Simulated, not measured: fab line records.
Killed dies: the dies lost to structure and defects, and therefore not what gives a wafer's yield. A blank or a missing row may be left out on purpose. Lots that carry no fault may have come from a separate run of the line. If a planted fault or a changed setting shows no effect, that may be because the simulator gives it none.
fab line records	flow sky130
record lots=11	wafers=33	lastDay=50
route steps=708 shown LI_CONTACT@386 LOCAL_INTERCONNECT@402 CONTACT@408 PAD_OPEN@708
lots untouched by any fault: they come from a run of this same line in which no faults occurred
startH: hours from the record's first day to the start of the lot's first wafer shown	waitH: hours elapsed since this lot's preceding step	" as in the row above	L1.1+2: one row covering several wafers at once	- no value present, or no start provided	* or withheld: withheld	< > ~ a bound
route shown NAME@n: NAME is a module with steps in the file, n the number in the route of the first one	usual: mean and standard deviation over wafers with no fault	same: alike in all rows	chamber/n: place in a boat	sites: readings site by site	_std_site: standard deviation of those values	_edge_site: the outer-site mean with the inner-site mean subtracted	radiusMm: for every site, how far away it sits from the centre of the wafer	mask NAME#n: copy n	behind: tool/chamber where the wafer was last shaped	hold: what put the lot on hold/how long, in hours/how the hold closed	device: names the non-switching transistor (n, p or np)	end of line: the tests these same wafers got at the end of their route	step lacking rows: just its recipe	killed: dies lost to structure and defects at the first sort, not the wafer's yield	map: per-die view of a wafer (x killed, . not killed, _ where there is no die)
set.NAME: the setting as run; set.NAME@STEP: as run at that earlier step	model.NAME: the simulator's own value behind a step, which no gauge read
route steps across a sampled set of lots; one table per step, one row per wafer
services: a tool's chamber out of use, with start hour (startH, from the record's first day; less than 0 if before it), hours out, and reason
## steps
# step SKY_LI_CONTACT_CMP_24
# recipe stopOn=PSG	tOverpolishS=20	downForcePsi=3.5	platenRpm=60	targetThkNm=0	padVelocityMS=0.94248
# usual motorCurrentA=11.4/1.1	overpolishRunS=20.002/0.0082	slurryFlowMlMin=150.0/0.46	timeToEndpointS=100/5
lot.wafer	tool	chamber	startH	waitH	motorCurrentA	overpolishRunS	slurryFlowMlMin	timeToEndpointS
L121.2	cmp-01	3	677.95	0.0	11.7	20.003	149.8	107
L121.1	"	0	"	"	11.5	20.011	151.2	104
L121.6	"	3	"	"	11.0	19.999	149.3	110
L122.2	cmp-02	0	688.98	0.1	9.9	19.993	150.2	93
L122.1	"	1	"	"	12.9	20.008	149.7	90
L122.6	"	2	"	"	12.7	20.004	150.4	97
L123.4	cmp-02	0	698.00	0.1	10.4	20.000	150.2	98
L123.3	"	1	"	"	13.3	20.012	150.0	92
L123.1	"	2	"	"	12.5	19.992	149.6	100
L125.4	cmp-02	2	717.64	0.1	12.7	20.001	150.6	98
L125.6	"	1	"	"	13.4	19.992	150.3	86
L125.5	"	2	"	"	12.6	20.014	150.7	99
L130.2	cmp-02	0	766.65	0.1	9.8	20.004	150.7	96
L130.1	"	2	"	"	12.4	19.997	150.3	102
L130.5	"	0	"	"	10.3	19.998	150.2	93
L132.3	cmp-02	0	771.90	0.0	9.6	19.996	149.7	98
L132.1	"	2	"	"	12.8	20.016	149.9	100
L132.2	"	3	"	"	12.3	19.995	149.8	97
L133.1	cmp-02	3	780.30	0.1	12.0	20.003	149.2	100
L133.4	"	1	"	"	12.3	19.999	150.8	95
L133.6	"	3	"	"	12.3	20.004	149.4	102
L136.2	cmp-01	2	811.22	0.0	10.5	20.000	150.1	99
L136.5	"	2	"	"	10.7	19.999	150.4	97
L136.6	"	3	"	"	11.1	20.005	150.0	106
L138.4	cmp-02	2	814.05	0.1	12.3	20.009	150.1	97
L138.1	"	3	"	"	12.7	19.997	149.9	97
L138.5	"	1	"	"	12.7	19.985	150.3	95
L141.3	cmp-01	3	836.76	0.4	11.6	19.987	149.6	107
L141.4	"	0	"	"	11.9	19.992	151.0	102
L141.6	"	2	"	"	11.0	20.008	150.8	98
L144.1	cmp-02	3	855.65	0.1	11.9	19.996	150.4	100
L144.2	"	1	"	"	12.8	20.013	149.9	91
L144.6	"	3	"	"	12.7	19.991	150.2	95
# step SKY_LOCAL_INTERCONNECT_STRIP_15
# recipe chemistry=O2/N2	powerW=1400	pressureMtorr=1500	platenTempC=withheld	o2FlowSccm=3000	n2FlowSccm=300	overashFraction=0.5
# usual drypumpMotorCurrentA=5.40/0.27	oesProductAu=0.427/0.0045	stripTimeToEndpointS=4.719/0.023
lot.wafer	tool	chamber	startH	waitH	drypumpMotorCurrentA	oesProductAu	rfHoursCounterH	stripTimeToEndpointS
L121.1	plasmaAsher-01	1	706.91	0.0	5.18	0.424	27	4.692
L121.2	"	0	"	"	5.57	0.423	27	4.711
L121.6	"	1	"	"	5.21	0.425	-	4.692
L122.1	plasmaAsher-01	1	717.19	0.0	5.20	0.428	28	4.722
L122.2	"	0	"	"	5.56	0.422	28	4.707
L122.6	"	0	"	"	5.55	0.427	-	4.748
L123.1	plasmaAsher-01	0	726.29	0.0	5.56	0.435	29	4.737
L123.3	"	0	"	"	5.56	0.426	-	4.722
L123.4	"	1	"	"	5.17	0.422	-	4.709
L125.4	plasmaAsher-02	1	745.44	0.1	5.87	0.425	-	4.695
L125.5	"	0	"	"	5.13	0.426	-	4.756
L125.6	"	1	"	"	5.88	0.435	-	4.696
L130.1	plasmaAsher-02	1	794.86	0.0	5.90	0.430	5	4.749
L130.2	"	0	"	"	5.12	0.421	5	4.732
L130.5	"	1	"	"	5.90	0.428	-	4.742
L132.1	plasmaAsher-01	0	799.75	0.0	5.57	0.426	37	4.695
L132.2	"	1	"	"	5.21	0.428	37	4.728
L132.3	"	1	"	"	5.21	0.432	-	4.735
L133.1	plasmaAsher-01	1	807.26	0.0	5.22	0.429	38	4.741
L133.4	"	1	"	"	5.19	0.424	-	4.715
L133.6	"	0	"	"	5.55	0.432	-	4.691
L136.2	plasmaAsher-04	0	838.56	0.0	5.11	0.424	104	4.689
L136.5	"	0	"	"	5.11	0.417	-	4.747
L136.6	"	1	"	"	5.65	0.425	-	4.697
L138.1	plasmaAsher-01	0	841.11	0.0	5.54	0.428	40	4.732
L138.4	"	1	"	"	5.19	0.422	-	4.735
L138.5	"	1	"	"	5.22	0.419	-	4.706
L141.3	plasmaAsher-04	1	863.99	0.1	5.66	0.422	-	4.694
L141.4	"	0	"	"	5.08	0.427	-	4.737
L141.6	"	1	"	"	5.64	0.428	-	4.713
L144.1	plasmaAsher-01	1	882.05	0.0	5.18	0.426	43	4.738
L144.2	"	0	"	"	5.57	0.419	43	4.762
L144.6	"	0	"	"	5.56	0.434	-	4.745
# step SKY_CONTACT_HDPCVD_02
# recipe material=SiO2	targetThkNm=565	sigmaOpenFrac=0.3	timeS=94.2	tempC=600	sih4FlowSccm=60	pressureMtorr=6
lot.wafer	tool	chamber	startH	waitH
L121.1+2+6	hdpcvd-02	2,1,2	707.59	0.1
L122.1+2+6	hdpcvd-02	0,1,2	717.91	0.1
L123.1+3+4	hdpcvd-01	1,2,2	726.97	0.1
L125.4+5+6	hdpcvd-01	2,2,1	746.14	0.1
L130.1+2+5	hdpcvd-01	0,2,0	795.58	0.1
L132.1+2+3	hdpcvd-01	0,1,2	800.44	0.1
L133.1+4+6	hdpcvd-01	1,0,2	807.98	0.1
L136.2+5+6	hdpcvd-02	1,2,1	839.36	0.0
L138.1+4+5	hdpcvd-02	0,2,0	841.79	0.1
L141.3+4+6	hdpcvd-02	1,2,0	864.64	0.0
L144.1+2+6	hdpcvd-02	2,1,2	882.77	0.1
# step SKY_CONTACT_THK_MEAS_03
# recipe reads=SiO2_of_CONTACT_HDPCVD_02
# usual CONTACT_HDPCVD_THK=565/7
lot.wafer	tool	chamber	startH	waitH	CONTACT_HDPCVD_THK[nm]
L121.1	filmMetro-04	-	707.66	0.0	580
L121.2	"	-	"	"	566
L121.6	"	-	"	"	575
L122.1	filmMetro-04	-	717.98	0.0	575
L122.2	"	-	"	"	567
L122.6	"	-	"	"	568
L123.1	filmMetro-01	-	727.04	0.0	560
L123.3	"	-	"	"	555
L123.4	"	-	"	"	564
L125.4	filmMetro-02	-	746.24	0.1	549
L125.5	"	-	"	"	556
L125.6	"	-	"	"	564
L130.1	filmMetro-01	-	795.65	0.0	573
L130.2	"	-	"	"	564
L130.5	"	-	"	"	567
L132.1	filmMetro-04	-	800.51	0.0	866
L132.2	"	-	"	"	865
L132.3	"	-	"	"	852
L133.1	filmMetro-02	-	808.05	0.0	853
L133.4	"	-	"	"	855
L133.6	"	-	"	"	845
L136.2	filmMetro-04	-	839.43	0.0	561
L136.5	"	-	"	"	573
L136.6	"	-	"	"	562
L138.1	filmMetro-01	-	841.86	0.0	578
L138.4	"	-	"	"	584
L138.5	"	-	"	"	580
L141.3	filmMetro-02	-	864.73	0.1	559
L141.4	"	-	"	"	570
L141.6	"	-	"	"	571
L144.1	filmMetro-01	-	882.84	0.0	560
L144.2	"	-	"	"	552
L144.6	"	-	"	"	554
# step SKY_CONTACT_CMP_04
# recipe material=SiO2	downForcePsi=4	platenRpm=60	padVelocityMS=0.94248
# usual motorCurrentA=12.4/1.2	slurryFlowMlMin=150.0/0.46	timeToEndpointS=85/4.5
lot.wafer	tool	chamber	startH	waitH	motorCurrentA	slurryFlowMlMin	timeToEndpointS
L121.1	cmp-02	2	707.77	0.1	13.0	150.4	85
L121.2	"	0	"	"	10.9	150.7	85
L121.6	"	2	"	"	13.0	149.9	86
L122.2	cmp-02	3	718.04	0.0	12.8	150.0	86
L122.1	"	1	"	"	14.0	150.2	83
L122.6	"	0	"	"	10.6	149.9	78
L123.4	cmp-02	0	727.10	0.0	10.7	149.8	81
L123.1	"	1	"	"	14.0	149.1	76
L123.3	"	2	"	"	13.4	150.1	80
L125.4	cmp-01	2	746.32	0.1	11.9	150.1	78
L125.6	"	1	"	"	11.2	149.2	88
L125.5	"	2	"	"	11.6	149.8	80
L130.1	cmp-02	1	795.76	0.1	13.8	149.9	81
L130.2	"	3	"	"	13.1	150.8	82
L130.5	"	0	"	"	10.9	150.2	85
L132.3	cmp-01	0	800.62	0.1	12.5	149.7	195
L132.2	"	1	"	"	11.9	150.2	199
L132.1	"	2	"	"	11.6	150.3	198
L133.1	cmp-01	2	808.11	0.1	11.3	150.7	190
L133.4	"	0	"	"	12.8	150.3	199
L133.6	"	2	"	"	11.6	150.1	189
L136.2	cmp-01	3	839.71	0.3	12.1	150.2	91
L136.5	"	1	"	"	11.7	149.2	94
L136.6	"	2	"	"	11.8	150.0	87
L138.1	cmp-01	1	841.95	0.1	10.8	149.6	90
L138.4	"	2	"	"	12.1	150.7	94
L138.5	"	2	"	"	11.6	150.2	88
L141.4	cmp-02	0	864.82	0.1	10.8	150.2	84
L141.3	"	2	"	"	13.4	150.1	81
L141.6	"	0	"	"	10.9	150.6	85
L144.1	cmp-01	0	882.90	0.1	13.4	149.9	88
L144.2	"	2	"	"	11.9	149.9	85
L144.6	"	1	"	"	11.0	150.5	84
# step SKY_CONTACT_OVL_MEAS_15
# usual CONTACT_OVL=4/5.6
lot.wafer	tool	chamber	startH	waitH	CONTACT_OVL[nm]
L121.1	overlay-01	-	735.65	0.1	3
L121.2	"	-	"	"	1
L121.6	"	-	"	"	5
L122.1	overlay-01	-	745.85	0.1	5
L122.2	"	-	"	"	12
L122.6	"	-	"	"	5
L123.1	overlay-01	-	755.15	0.1	7
L123.3	"	-	"	"	5
L123.4	"	-	"	"	9
L125.4	overlay-01	-	773.62	0.1	5
L125.5	"	-	"	"	2
L125.6	"	-	"	"	3
L130.1	overlay-02	-	823.26	0.1	12
L130.2	"	-	"	"	10
L130.5	"	-	"	"	12
L132.1	overlay-01	-	827.96	0.1	10
L132.2	"	-	"	"	5
L132.3	"	-	"	"	5
L133.1	overlay-02	-	835.25	0.1	6
L133.4	"	-	"	"	-2
L133.6	"	-	"	"	7
L136.2	overlay-02	-	866.21	0.1	5
L136.5	"	-	"	"	5
L136.6	"	-	"	"	7
L138.1	overlay-02	-	868.45	0.1	-7
L138.4	"	-	"	"	-14
L138.5	"	-	"	"	-13
L141.3	overlay-02	-	890.66	0.1	12
L141.4	"	-	"	"	9
L141.6	"	-	"	"	7
L144.1	overlay-02	-	909.45	0.1	-1
L144.2	"	-	"	"	4
L144.6	"	-	"	"	9
# step SKY_PAD_OPEN_PROBE_99
# usual killed_at_M0_to_M3=44/7.3	killed_at_M4_up=3.3/1.8	killedAtContacts=24/5.3	killedAtFrontEnd=16/5	killedAtOther=0.2/0.51	killedDies=87/10	killedOpen=47/7.5	killedShort=40/6.3
# same grossDies=492	killedAtBackSide=0
lot.wafer	tool	chamber	startH	waitH	killed_at_M0_to_M3	killed_at_M4_up	killedAtContacts	killedAtFrontEnd	killedAtOther	killedDies	killedOpen	killedShort
L121.1	prober-02	-	1080.17	0.1	40	3	22	21	0	86	51	35
L121.2	prober-02	-	1080.22	0.1	41	3	22	20	0	86	46	40
L121.6	prober-02	-	1080.42	0.2	40	6	24	15	0	85	52	33
L122.1	prober-01	-	1089.84	0.1	49	3	17	18	0	87	51	36
L122.2	prober-01	-	1089.89	0.1	37	4	27	11	0	79	44	35
L122.6	prober-01	-	1090.09	0.2	42	6	22	21	1	92	51	41
L123.1	prober-02	-	1094.25	0.1	50	2	25	12	0	89	51	38
L123.3	prober-02	-	1094.35	0.2	42	1	36	12	0	91	47	44
L123.4	prober-02	-	1094.40	0.2	59	2	21	17	0	99	62	37
L125.4	prober-02	-	1112.30	0.2	36	7	15	17	0	75	48	27
L125.5	prober-02	-	1112.35	0.2	53	4	23	15	1	96	52	44
L125.6	prober-02	-	1112.40	0.2	33	4	20	17	0	74	41	33
L130.1	prober-01	-	1142.81	0.1	46	5	22	18	0	91	44	47
L130.2	prober-01	-	1142.86	0.1	56	4	23	16	0	99	52	47
L130.5	prober-01	-	1143.01	0.2	34	2	22	14	0	72	37	35
L132.1	prober-01	-	1147.46	0.1	47	1	19	16	0	83	42	41
L132.2	prober-01	-	1147.51	0.1	46	6	20	10	0	82	38	44
L132.3	prober-01	-	1147.56	0.2	41	1	31	14	0	87	43	44
L133.1	prober-02	-	1155.40	0.1	41	3	21	17	0	82	39	43
L133.4	prober-02	-	1155.55	0.2	36	2	20	14	0	72	39	33
L133.6	prober-02	-	1155.65	0.2	34	3	23	24	0	84	49	35
L136.2	prober-01	-	1175.27	0.1	43	5	15	13	0	76	44	32
L136.5	prober-01	-	1175.42	0.2	40	3	22	15	0	80	42	38
L136.6	prober-01	-	1175.47	0.2	42	3	27	18	0	90	48	42
L138.1	prober-01	-	1177.75	0.1	44	4	16	12	0	76	38	38
L138.4	prober-01	-	1177.90	0.2	57	3	27	8	0	95	54	41
L138.5	prober-01	-	1177.95	0.2	42	5	25	21	0	93	54	39
L141.3	prober-02	-	1194.71	0.2	39	1	24	9	1	74	51	23
L141.4	prober-02	-	1194.76	0.2	43	3	23	29	0	98	50	48
L141.6	prober-02	-	1194.86	0.2	48	1	17	15	0	81	48	33
L144.1	prober-01	-	1202.75	0.1	50	6	18	7	0	81	51	30
L144.2	prober-01	-	1202.80	0.1	43	3	25	8	0	79	41	38
L144.6	prober-01	-	1203.00	0.2	42	3	30	12	0	87	44	43
# killed by level:class
L121.1 VIA1:geometricParticle:open=10 VIA3:geometricParticle:open=8 FIELD_ISO:geometricParticle:short=7 LI_CONTACT:geometricParticle:open=7 CONTACT:geometricParticle:open=7 FIELD_ISO:geometricParticle:open=6 METAL1:geometricParticle:short=5 POLY_GATE:geometricParticle:open=4
L121.2 LI_CONTACT:geometricParticle:open=9 VIA2:geometricParticle:open=8 FIELD_ISO:geometricParticle:short=7 VIA1:geometricParticle:open=7 VIA3:geometricParticle:open=7 FIELD_ISO:geometricParticle:open=6 CONTACT:geometricParticle:short=5 CONTACT:geometricParticle:open=5
L121.6 CONTACT:geometricParticle:open=11 VIA2:geometricParticle:open=10 LI_CONTACT:geometricParticle:open=7 VIA1:geometricParticle:open=7 FIELD_ISO:geometricParticle:short=5 FIELD_ISO:geometricParticle:open=5 METAL1:geometricParticle:short=5 VIA3:geometricParticle:open=5
L122.1 VIA1:geometricParticle:short=9 VIA1:geometricParticle:open=9 VIA3:geometricParticle:open=9 LI_CONTACT:geometricParticle:open=7 VIA2:geometricParticle:open=6 POLY_GATE:geometricParticle:open=5 CONTACT:geometricParticle:open=5 VIA3:geometricParticle:short=5
L122.2 CONTACT:geometricParticle:open=10 VIA3:geometricParticle:open=7 LI_CONTACT:geometricParticle:open=6 CONTACT:geometricParticle:short=6 VIA1:geometricParticle:open=6 VIA1:geometricParticle:short=5 VIA2:geometricParticle:open=5 FIELD_ISO:geometricParticle:open=4
L122.6 CONTACT:geometricParticle:open=10 VIA3:geometricParticle:open=8 VIA1:geometricParticle:open=7 FIELD_ISO:geometricParticle:short=6 VIA2:geometricParticle:open=6 POLY_GATE:geometricParticle:open=5 METAL1:geometricParticle:short=5 LI_CONTACT:geometricParticle:open=4
L123.1 VIA1:geometricParticle:open=11 CONTACT:geometricParticle:open=7 VIA3:geometricParticle:open=7 VIA2:geometricParticle:open=7 LI_CONTACT:geometricParticle:open=6 METAL1:geometricParticle:short=6 LI_CONTACT:geometricParticle:short=5 POLY_GATE:geometricParticle:open=5
L123.3 CONTACT:geometricParticle:open=16 VIA1:geometricParticle:open=11 LI_CONTACT:geometricParticle:open=6 LOCAL_INTERCONNECT:geometricParticle:short=5 CONTACT:geometricParticle:short=5 METAL3:geometricParticle:short=5 VIA3:geometricParticle:open=5 METAL1:geometricParticle:short=4
L123.4 CONTACT:geometricParticle:open=13 VIA3:geometricParticle:open=12 VIA1:geometricParticle:open=10 METAL1:geometricParticle:short=9 VIA2:geometricParticle:open=6 FIELD_ISO:geometricParticle:short=5 FIELD_ISO:geometricParticle:open=5 LI_CONTACT:geometricParticle:open=5
L125.4 FIELD_ISO:geometricParticle:open=7 CONTACT:geometricParticle:open=7 VIA1:geometricParticle:open=7 VIA2:geometricParticle:open=7 VIA3:geometricParticle:open=7 METAL1:geometricParticle:short=5 METAL4:geometricParticle:short=4 METAL4:geometricParticle:open=3
L125.5 VIA1:geometricParticle:open=15 METAL2:geometricParticle:short=9 LI_CONTACT:geometricParticle:open=6 VIA1:geometricParticle:short=6 METAL1:geometricParticle:short=5 FIELD_ISO:geometricParticle:open=4 LI_CONTACT:geometricParticle:short=4 LOCAL_INTERCONNECT:geometricParticle:short=4
L125.6 VIA1:geometricParticle:open=10 CONTACT:geometricParticle:open=8 METAL1:geometricParticle:short=5 VIA2:geometricParticle:open=5 FIELD_ISO:geometricParticle:open=4 POLY_GATE:geometricParticle:short=4 VIA1:geometricParticle:short=4 METAL4:geometricParticle:short=4
L130.1 METAL2:geometricParticle:short=12 VIA1:geometricParticle:open=7 FIELD_ISO:geometricParticle:open=6 LI_CONTACT:geometricParticle:open=6 METAL1:geometricParticle:short=6 CONTACT:geometricParticle:short=6 CONTACT:geometricParticle:open=6 VIA1:geometricParticle:short=6
L130.2 CONTACT:geometricParticle:open=10 VIA1:geometricParticle:open=9 VIA2:geometricParticle:open=9 METAL2:geometricParticle:short=8 METAL1:geometricParticle:short=7 FIELD_ISO:geometricParticle:open=6 FIELD_ISO:geometricParticle:short=6 VIA1:geometricParticle:short=6
L130.5 CONTACT:geometricParticle:open=10 VIA1:geometricParticle:open=7 VIA2:geometricParticle:open=6 CONTACT:geometricParticle:short=5 METAL2:geometricParticle:short=5 SPACER:geometricParticle:short=4 POLY_GATE:geometricParticle:short=3 LI_CONTACT:geometricParticle:short=3
L132.1 VIA2:geometricParticle:open=9 VIA1:geometricParticle:open=9 METAL2:geometricParticle:short=9 LI_CONTACT:geometricParticle:open=6 CONTACT:geometricParticle:open=5 METAL1:geometricParticle:short=5 VIA3:geometricParticle:open=4 FIELD_ISO:geometricParticle:open=3
L132.2 METAL1:geometricParticle:short=11 VIA1:geometricParticle:open=9 VIA3:geometricParticle:open=7 CONTACT:geometricParticle:open=6 CONTACT:geometricParticle:short=5 METAL4:geometricParticle:short=4 LI_CONTACT:geometricParticle:open=4 LOCAL_INTERCONNECT:geometricParticle:short=4
L132.3 CONTACT:geometricParticle:open=11 CONTACT:geometricParticle:short=8 FIELD_ISO:geometricParticle:short=7 VIA3:geometricParticle:open=7 LI_CONTACT:geometricParticle:open=6 VIA2:geometricParticle:open=6 METAL2:geometricParticle:short=6 METAL1:geometricParticle:short=5
L133.1 VIA1:geometricParticle:open=9 LI_CONTACT:geometricParticle:open=7 METAL2:geometricParticle:short=7 CONTACT:geometricParticle:open=6 VIA2:geometricParticle:open=5 VIA3:geometricParticle:open=5 FIELD_ISO:geometricParticle:short=4 POLY_GATE:geometricParticle:short=4
L133.4 METAL2:geometricParticle:short=8 VIA1:geometricParticle:open=7 POLY_GATE:geometricParticle:open=5 VIA3:geometricParticle:open=5 LI_CONTACT:geometricParticle:open=4 LOCAL_INTERCONNECT:geometricParticle:short=4 CONTACT:geometricParticle:open=4 VIA1:geometricParticle:short=4
L133.6 LI_CONTACT:geometricParticle:open=11 VIA1:geometricParticle:short=7 VIA1:geometricParticle:open=6 FIELD_ISO:geometricParticle:open=5 VIA2:geometricParticle:open=5 POLY_CUT:geometricParticle:open=4 CONTACT:geometricParticle:open=4 VIA3:geometricParticle:short=4
L136.2 VIA1:geometricParticle:open=10 VIA3:geometricParticle:open=7 METAL2:geometricParticle:short=7 POLY_GATE:geometricParticle:open=5 LI_CONTACT:geometricParticle:open=5 METAL2:geometricParticle:open=5 VIA1:geometricParticle:short=4 METAL4:geometricParticle:short=4
L136.5 CONTACT:geometricParticle:open=9 METAL2:geometricParticle:short=8 VIA1:geometricParticle:short=7 VIA3:geometricParticle:open=7 VIA1:geometricParticle:open=6 LI_CONTACT:geometricParticle:open=5 CONTACT:geometricParticle:short=5 VIA2:geometricParticle:open=4
L136.6 VIA1:geometricParticle:open=12 LI_CONTACT:geometricParticle:open=9 LOCAL_INTERCONNECT:geometricParticle:short=7 POLY_GATE:geometricParticle:open=6 METAL2:geometricParticle:short=6 VIA3:geometricParticle:open=6 CONTACT:geometricParticle:open=5 POLY_GATE:geometricParticle:short=4
L138.1 VIA1:geometricParticle:open=12 CONTACT:geometricParticle:open=8 METAL1:geometricParticle:short=8 METAL2:geometricParticle:short=7 LI_CONTACT:geometricParticle:open=4 METAL4:geometricParticle:short=4 FIELD_ISO:geometricParticle:short=3 SPACER:geometricParticle:open=3
L138.4 VIA1:geometricParticle:open=12 VIA3:geometricParticle:open=12 METAL1:geometricParticle:short=10 CONTACT:geometricParticle:open=9 LI_CONTACT:geometricParticle:open=8 VIA2:geometricParticle:open=6 METAL2:geometricParticle:short=5 VIA2:geometricParticle:short=5
L138.5 VIA1:geometricParticle:open=15 CONTACT:geometricParticle:open=14 METAL1:geometricParticle:short=8 POLY_GATE:geometricParticle:short=7 METAL4:geometricParticle:short=5 POLY_GATE:geometricParticle:open=4 VIA2:geometricParticle:open=4 VIA3:geometricParticle:open=4
L141.3 CONTACT:geometricParticle:open=12 VIA2:geometricParticle:open=11 VIA3:geometricParticle:open=9 VIA1:geometricParticle:open=7 LI_CONTACT:geometricParticle:open=6 FIELD_ISO:geometricParticle:short=4 METAL1:geometricParticle:short=4 LOCAL_INTERCONNECT:geometricParticle:short=3
L141.4 VIA1:geometricParticle:open=12 FIELD_ISO:geometricParticle:open=9 FIELD_ISO:geometricParticle:short=7 CONTACT:geometricParticle:open=7 CONTACT:geometricParticle:short=5 METAL1:geometricParticle:short=5 VIA3:geometricParticle:open=5 LOCAL_INTERCONNECT:geometricParticle:short=4
L141.6 VIA1:geometricParticle:open=15 LI_CONTACT:geometricParticle:open=7 VIA1:geometricParticle:short=6 METAL2:geometricParticle:short=5 FIELD_ISO:geometricParticle:short=4 FIELD_ISO:geometricParticle:open=4 CONTACT:geometricParticle:short=4 CONTACT:geometricParticle:open=4
L144.1 VIA3:geometricParticle:open=14 VIA1:geometricParticle:open=10 CONTACT:geometricParticle:open=9 METAL1:geometricParticle:short=7 LI_CONTACT:geometricParticle:open=5 VIA2:geometricParticle:open=5 METAL4:geometricParticle:short=4 VIA3:geometricParticle:short=4
L144.2 VIA1:geometricParticle:open=11 METAL1:geometricParticle:short=8 VIA2:geometricParticle:open=8 LOCAL_INTERCONNECT:geometricParticle:short=8 LI_CONTACT:geometricParticle:open=7 CONTACT:geometricParticle:open=6 VIA3:geometricParticle:open=5 POLY_GATE:geometricParticle:short=4
L144.6 VIA1:geometricParticle:open=9 LI_CONTACT:geometricParticle:open=8 METAL1:geometricParticle:short=8 CONTACT:geometricParticle:open=6 METAL2:geometricParticle:short=6 LOCAL_INTERCONNECT:geometricParticle:short=5 VIA2:geometricParticle:open=5 LI_CONTACT:geometricParticle:short=4
## services
tool	chamber	startH	hours	kind
plasmaAsher-04	-	660.70	3.5	repair
plasmaAsher-02	-	672.43	3.5	repair
cmp-01	-	703.47	0.6	repair
plasmaAsher-04	-	704.86	4.5	repair
cmp-01	-	719.75	0.9	repair
plasmaAsher-02	-	733.75	9.0	pm
hdpcvd-01	0	742.52	7.2	repair
cmp-02	-	744.34	4.0	pm
plasmaAsher-02	-	755.00	0.4	repair
cmp-01	-	755.97	0.5	repair
plasmaAsher-02	-	756.60	2.8	pm
hdpcvd-01	-	757.32	14.6	pm
cmp-01	-	759.96	2.9	repair
hdpcvd-02	0	763.86	3.7	repair
cmp-02	-	764.69	0.8	repair
cmp-02	-	772.91	6.7	repair
cmp-01	-	805.76	1.3	repair
plasmaAsher-04	-	820.85	1.5	repair
cmp-02	-	832.83	4.5	repair
plasmaAsher-01	-	833.13	7.7	pm
cmp-02	-	837.77	9.1	pm
plasmaAsher-01	-	853.40	6.8	repair
cmp-01	-	857.19	9.5	pm
plasmaAsher-01	-	880.03	0.5	repair
## key
firstSign step=SKY_CONTACT_THK_MEAS_03	reading=CONTACT_HDPCVD_THK	direction=up	sigmas=42	usual=565	struck=856
effect step=SKY_CONTACT_CMP_04	reading=timeToEndpointS	direction=up	sigmas=24	usual=*	struck=*
metAt SKY_CONTACT_HDPCVD_02
struckLots L132,L133
testerLeftOut L132,L133
notActingAt SKY_LI_CONTACT_CMP_24,SKY_LOCAL_INTERCONNECT_STRIP_15,SKY_CONTACT_OVL_MEAS_15
onsetBetween 795.58 800.44
fault kind=processParameterDrift	tool=hdpcvd-01	chamber=-	onsetH=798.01	steps=SKY_CONTACT_HDPCVD_02	channel=targetThkNm	offset=294.03	shape=step	endH=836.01	actsIn=theseRecipesOnly	stated=565
# testerLeftOut: of these lots the tester's yield and bins aren't shown, on N5 and GAA mostly nor the transistor test; their killed dies are dies lost to structure and defects alone, not to doping, threshold or leakage, so they don't give the yield
